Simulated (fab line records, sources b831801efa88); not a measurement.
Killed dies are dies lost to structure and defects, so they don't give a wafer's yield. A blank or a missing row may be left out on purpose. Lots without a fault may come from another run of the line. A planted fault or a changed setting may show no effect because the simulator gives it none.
Chamber matching | flow sky130 | SKY_METAL4_ETCH_17 on rie_diel-02: 4 sister chambers
The step etches SiO2 in C4F8/O2/Ar, stops on TiN, time 3.9 s, target depth 15 nm. 4 wafers are shown with their chamber, then 7 later ones without.

WAFERS WITH THEIR CHAMBER
wafer  | chamber | oes_product_au (a.u.)
L217.1 | 0       | 0.745
L221.5 | 1       | 0.746
L225.1 | 3       | 0.749
L225.2 | 2       | 0.738

WAFERS WITHOUT THEIR CHAMBER
wafer  | oes_product_au (a.u.)
L225.4 | 0.747
L228.2 | 0.757
L228.5 | 0.758
L228.6 | 0.751
L229.2 | 0.752
L229.4 | 0.766
L229.5 | 0.761

WHICH CHAMBER EACH WENT THROUGH
wafer  | from the rows above               | in truth
L225.4 | can't be placed: 1 or 0 or 3 or 2 | 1
L228.2 | can't be placed: 3 or 1 or 0 or 2 | 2
L228.5 | can't be placed: 3 or 1 or 0 or 2 | 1
L228.6 | can't be placed: 3 or 1 or 0 or 2 | 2
L229.2 | can't be placed: 3 or 1 or 0 or 2 | 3
L229.4 | can't be placed: 3 or 1 or 0 or 2 | 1
L229.5 | can't be placed: 3 or 1 or 0 or 2 | 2
Placed correctly: 0 of 7. Can't be placed from these rows: 7 (the true chamber is among the candidates in 7). Placed wrongly: 0.
How it was worked out, from the rows above alone: a wafer's distance from a chamber is the root of the sum, over the readings, of the square of ((its reading less the chamber's mean) divided by the reading's scatter). The wafer belongs to the nearest chamber; if the next one is less than 2 further off, it can't be placed. A chamber's mean is the mean of its shown wafers. The scatter: with one shown wafer a chamber, the root of the mean of the squares of how far each hidden wafer lies from its nearest shown one.
